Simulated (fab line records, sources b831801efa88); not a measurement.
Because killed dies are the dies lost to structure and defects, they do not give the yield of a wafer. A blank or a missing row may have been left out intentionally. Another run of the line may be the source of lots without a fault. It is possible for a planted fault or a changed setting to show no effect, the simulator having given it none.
Problem report in the 8D (eight disciplines) form, filled by code	flow sky130	the parts of the form that need people (team, actions taken, sign-off) are left out

== 1. THE PROBLEM ==
dose ions cm2 at SKY_LDD_N_IMPLANT_10 reads a mean of 6.929e+13 on 6 wafers of 2 lots; wafers without a fault read 7.498e+13 with a standard deviation of 7.7e+10. That puts it -74 standard deviations away from the usual mean.
The first sign was on wafer L182.2 at day 19 22:47, on implanter-04. The record holds 39 wafers of 13 lots with a number at this step. The rule behind "out" and "out of limits": a value lying over 4 standard deviations away from the usual mean. Any other wafer with a number is counted as sound.

== 2. WHAT IT IS, AND WHAT IT ISN'T ==
question	is	is not
which readings at this step	dose ions cm2	-
which lots	L182, L185	L177, L178, L179, L180, L181, L191, L193, L195, L197, L198, L199
which wafers of those lots	all that have a number	-
read on which tools	implanter-04	implanter-01, implanter-02
when	from day 19 22:47	up to then (15 sound wafers); but 18 sound wafers of L191, L193, L195, L197, L198, L199 came after

== 3. WHAT RULES OUT EACH SUSPECT ==
Counting: a tool at any process step up to the reading remains a suspect when it ran all the lots that are out and ran no sound lot after the first of those.
- rie diel-04 at SKY_POLY_GATE_ETCH_15 (etches BARC in N2/H2, stops on SiO2, time 118.5 s, target depth 110 nm): ruled out as a lasting fault. The sound lots L195, L197 went through it after L182, its earliest lot that is out (day 18 13:28).
- implanter-04 at SKY_LDD_N_IMPLANT_10: ruled out as a lasting fault. The sound lots L193, L199 went through it after L182, its earliest lot that is out (day 19 22:47).
Left after counting: nothing in the record.

== 4. THE CAUSE (what the simulator had put in) ==
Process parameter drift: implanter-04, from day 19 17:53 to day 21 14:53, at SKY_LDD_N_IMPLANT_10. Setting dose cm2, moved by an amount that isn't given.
Counting ruled it out, wrongly.

== 5. THE EFFECT CHAIN, in route order ==
Each row: a reading where the mean over the struck wafers with a number is more than 3 standard deviations away from the usual. Only readings for which the record gives a usual standard deviation are gone through. hours: the time from each lot's start at the first step in this table that gives one to its start at this step, as a median over the lots. sigmas: the change in usual standard deviations.
hours	step	reading	usual	on struck wafers	change	sigmas
0	SKY_LDD_N_IMPLANT_10	dose ions cm2	7.498e+13	6.929e+13	-5.687e+12	-74
0	SKY_LDD_N_IMPLANT_10	faraday current uA	422	393	-29	-3.5
It contains these process steps:
- SKY_LDD_N_IMPLANT_10

== 6. WHAT WOULD HAVE CAUGHT IT SOONER ==
In this record no reading fell out of limits until day 19 22:47, 5 hours after the fault had begun at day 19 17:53.
